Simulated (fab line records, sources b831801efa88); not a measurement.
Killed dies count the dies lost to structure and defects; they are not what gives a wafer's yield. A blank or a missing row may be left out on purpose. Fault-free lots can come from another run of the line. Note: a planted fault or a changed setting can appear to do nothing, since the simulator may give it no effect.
8D (eight disciplines) problem report, filled in by code | flow sky130 | the parts of the form that need people (team, actions taken, sign-off) are left out

== 1. THE ISSUE ==
oes_product_au at SKY_LOCAL_INTERCONNECT_ETCH_13 reads a mean of 0.736 a.u. on 2 wafers of 2 lots; wafers without a fault read 0.854 a.u. with a standard deviation of 0.005. That puts it -24 standard deviations away from the usual mean.
The step: etches BARC in N2/H2, stops on SiO2, time 45.9 s, target depth 60 nm.
Seen first at day 35 17:04 on rie_metal-04, wafer L115.3. Wafers with a number at this step in the record: 33, from 11 lots. By rule, "out" or "out of limits" means more than 4 standard deviations away from the usual mean. The other wafers with a number count as sound.

== 2. WHAT IT IS; WHAT IT IS NOT ==
question                    | is                | is not
which readings at this step | oes_product_au    | drypump_motor_current_A
which lots                  | L115, L120        | L102, L103, L104, L105, L106, L107, L108, L110, L999
which wafers of those lots  | L115.3, L120.6    | L115.1, L115.2, L120.2, L120.4
read on which tools         | rie_metal-04      | rie_metal-02, rie_metal-03
when                        | from day 35 17:04 | up to then (29 sound wafers); but 2 sound wafers of L120 came after

== 3. THE SUSPECTS, EACH WITH WHAT RULES IT OUT ==
Counting: any tool at a process step up to the reading remains a suspect provided it ran every lot that is out. Sound lots after the first of them don't rule it out here, since some wafers of a struck lot are sound.
- rie_metal-04 at SKY_LOCAL_INTERCONNECT_ETCH_13 (etches BARC in N2/H2, stops on SiO2, time 45.9 s, target depth 60 nm): kept. Ran every lot that is out, first one L115 (day 35 17:04); last sound lot up to then L110 (day 34 20:19). Out on those wafers are its own readings of oes_product_au.
Left after counting: rie_metal-04 at SKY_LOCAL_INTERCONNECT_ETCH_13.

== 4. THE CAUSE (what the simulator had put in) ==
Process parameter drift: rie_metal-04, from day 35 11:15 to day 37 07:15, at SKY_LOCAL_INTERCONNECT_ETCH_13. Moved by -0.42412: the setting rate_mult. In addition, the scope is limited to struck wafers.
This tool alone remained once counting was done.

== 5. THE CHAIN OF EFFECTS, in route order ==
One row per reading whose mean, taken over the struck wafers that have a number, lies over 3 standard deviations from the usual. Only readings for which the record gives a usual standard deviation are gone through. hours: the time from each lot's start at the first step in this table that gives one to its start at this step, as a median over the lots. sigmas: the change in usual standard deviations.
hours | step                                 | reading                  | usual      | on struck wafers | change | sigmas
0     | SKY_LOCAL_INTERCONNECT_ETCH_13       | oes_product_au           | 0.854 a.u. | 0.736            | -0.118 | -24
0     | SKY_LOCAL_INTERCONNECT_METAL_ETCH_14 | oes_product_au           | 0.938 a.u. | 0.379            | -0.559 | -86
0     | SKY_LOCAL_INTERCONNECT_METAL_ETCH_14 | throttle_valve_pct       | 21.902 %   | 22.261           | +0.359 | +33
0     | SKY_LOCAL_INTERCONNECT_STRIP_15      | strip_time_to_endpoint_s | 4.719 s    | 4.906            | +0.187 | +7.8
331   | SKY_PAD_OPEN_PROBE_99                | killed_at_contacts       | 25         | 433              | +408   | +68
331   | SKY_PAD_OPEN_PROBE_99                | killed_dies              | 86         | 489              | +403   | +42
331   | SKY_PAD_OPEN_PROBE_99                | killed_on_rim            | 17         | 96               | +79    | +23
The process steps in it:
- SKY_LOCAL_INTERCONNECT_ETCH_13: etches BARC in N2/H2, stops on SiO2, time 45.9 s, target depth 60 nm.
- SKY_LOCAL_INTERCONNECT_METAL_ETCH_14: etches TiN in Cl2/BCl3, stops on PSG, target depth 110 nm, time 31.4 s.
- SKY_LOCAL_INTERCONNECT_STRIP_15: strips in O2/N2.
- SKY_PAD_OPEN_PROBE_99

== 6. HOW IT WOULD HAVE BEEN CAUGHT EARLIER ==
In this record no reading fell out of limits until day 35 17:04, 6 hours after the fault had begun at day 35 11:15.
